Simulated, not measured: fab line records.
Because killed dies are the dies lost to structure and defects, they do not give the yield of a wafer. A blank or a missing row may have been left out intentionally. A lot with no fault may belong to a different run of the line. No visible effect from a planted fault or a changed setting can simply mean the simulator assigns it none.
One fault through the eyes of 2 desks | flow sfq-line | only its own numbers are on each desk; what lay behind them is given at the end

## AT THE METROLOGY DESK
What the gauges read for every lot (on any tool): the sampled wafers with a number, averaged. A lot is out of limits, marked OUT, if its mean lies more than 4 standard deviations from the usual mean; the brackets give that distance.
Columns: A = R5_MONX_RS at SFQ_R5_RS_MEAS_933, usual 7.04 ohm/sq; B = R5_MONX_THK at SFQ_R5_THK_MEAS_934, usual 40.7 nm
lot  | first seen here | A              | B
L953 | day 47 20:55    | 7.10           | 40.5
L955 | day 48 02:53    | 6.95           | 41.5
L956 | day 48 05:53    | 7.12           | 40.4
L957 | day 48 23:53    | 6.97           | 41.1
L958 | day 49 01:17    | 6.93           | 41.0
L959 | day 49 10:19    | 6.93           | 41.5
L961 | day 49 19:20    | 6.97           | 40.9
L962 | day 49 22:17    | 7.01           | 40.6
L963 | day 50 08:56    | 6.92           | 41.3
L965 | day 51 08:55    | 8.23 (+13) OUT | 36.1 (-8.6) OUT
L966 | day 51 14:55    | 8.29 (+14) OUT | 35.9 (-9.0) OUT
L969 | day 52 02:56    | 8.96 (+21) OUT | 33.0 (-14) OUT
L972 | day 52 19:56    | 7.17           | 39.9
L973 | day 52 20:56    | 7.04           | 40.8
L975 | day 53 08:00    | 7.06           | 40.8
Finding of this desk: L965, L966, L969 out of limits, first seen on L965 at day 51 08:55 (R5_MONX_RS at SFQ_R5_RS_MEAS_933). L953, L955, L956, L957, L958, L959, L961, L962, L963, L972, L973, L975: within limits.

## DESK OF THE TOOL OWNER: pvd-sputter-05
The tool's own readings at SFQ_TRILAYER_R5_DEP_SPUTTER_133 (material MoNx, target thk 40 nm, time 66.7 s): means of the sampled wafers that have a number, for each lot that ran on this tool. A lot is out of limits, marked OUT, if its mean lies more than 4 standard deviations from the usual mean; the brackets give that distance.
Columns: A = throttle-valve-pct at SFQ_TRILAYER_R5_DEP_SPUTTER_133, usual 30.0 %
lot  | first seen here | A
L953 | day 47 20:49    | 31.0
L956 | day 48 05:49    | 31.0
L958 | day 49 01:13    | 29.7
L961 | day 49 19:13    | 29.3
L962 | day 49 22:13    | 29.7
L965 | day 51 08:49    | 29.7
L966 | day 51 14:49    | 28.9
L969 | day 52 02:49    | 29.5
Result from this desk: across the 8 lots, nothing is out of limits.

## PUT TOGETHER
L965, L966, L969 would have let the metrology desk raise an alarm at day 51 08:55.
The tool owner's desk saw nothing out of limits.
Tool owner's desk: L965, L966, L969 on record, inside its limits.
All the named lots went through SFQ_TRILAYER_R5_DEP_SPUTTER_133 on pvd-sputter-05.

## WHAT THE SIMULATOR PUT IN
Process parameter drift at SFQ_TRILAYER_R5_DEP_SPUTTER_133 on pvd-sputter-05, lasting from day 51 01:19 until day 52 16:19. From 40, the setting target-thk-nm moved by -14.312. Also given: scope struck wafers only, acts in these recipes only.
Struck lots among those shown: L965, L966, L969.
Hours from the fault's start to each desk's first reading out of limits: the metrology desk, 8.
